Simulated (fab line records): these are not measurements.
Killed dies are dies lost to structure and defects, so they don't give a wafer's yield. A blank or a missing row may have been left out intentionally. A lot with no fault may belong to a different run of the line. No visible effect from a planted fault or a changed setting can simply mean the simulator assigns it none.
Comparing a struck lot with a sound one | flow sky130 | 14 out of 708 route steps
Sound: these wafers, L836.2, L836.5, L836.6. The struck wafers were L841.1, L841.5, L841.6. At the end, the cause is stated.
Per side, at each step with rows, come the tool, then ch with its chambers, and then its first start. Under that, the readings that differ: sound wafers | struck wafers | difference of the means | sigmas: that difference in standard deviations of wafers without a fault.
alike: a reading whose means differ by less than 2 such deviations, as well as words and numbers matching on both sides. not compared: withheld readings; readings where some wafer has no value; bounds like >300 that might hide an equal value; numbers whose values overlap and for which the record gives no deviation.
A row with sigmas, a row that says differs or no value, or rows on one side alone: a step with any of these is where the two part. When numbers do not overlap yet have no deviation, they are printed without sigmas and do not part them. A reading missing from all wafers of one side parts the sides only when that side holds two or more wafers.

first, 4 steps without rows for these wafers: SKY_METAL3_STRIP_20 (strips in post etch residue remover, time 1200 s); SKY_METAL3_CLEAN_21 (cleans in IPA, time 180 s); SKY_METAL3_CLEAN_22 (cleans in O3/DIW); SKY_VIA3_HDPCVD_00 (deposits SiO2, target thk 1635 nm, time 272.5 s).
SKY_VIA3_THK_MEAS_01:
  struck on film metro-04, day 43 12:16; sound on film metro-01, day 42 00:51
  alike: VIA3_HDPCVD_THK
SKY_VIA3_CMP_02: polishes SiO2.
  sound on cmp-01 ch 0,2,3, day 42 01:09; struck on cmp-01 ch 0,2,3, day 43 12:28
  alike: motor current A, platen rpm, slurry flow ml min
SKY_VIA3_BOW_MEAS_03:
  struck on film metro-01, day 43 12:37; sound on film metro-01, day 42 01:19
  alike: VIA3_BOW
then, 5 steps without rows for these wafers: SKY_VIA3_DEHYDRATE_04 (time 60 s); SKY_VIA3_HMDS_05 (prime time 60 s); SKY_VIA3_COAT_06 (resist thk 60 nm); SKY_VIA3_COAT_07 (resist thk 450 nm); SKY_VIA3_SOFTBAKE_08 (time 90 s).
SKY_VIA3_EXPOSE_09: exposes mask VIM3, target cd 200 nm.
  sound on krf scanner-01 ch 0, day 42 13:38; struck on krf scanner-02, day 44 00:13
  no value came back on the struck wafers for exposure dose mJ cm2, focus offset nm (nm), na; on the sound wafers exposure dose mJ cm2 reads 38.00 38.00 38.02
  alike: mask
next, for these wafers, 1 step has no rows: SKY_VIA3_PEB_10.

== WHERE THEY PART ==
SKY_VIA3_EXPOSE_09 only, going by this record.

WHY: what the simulator had put in
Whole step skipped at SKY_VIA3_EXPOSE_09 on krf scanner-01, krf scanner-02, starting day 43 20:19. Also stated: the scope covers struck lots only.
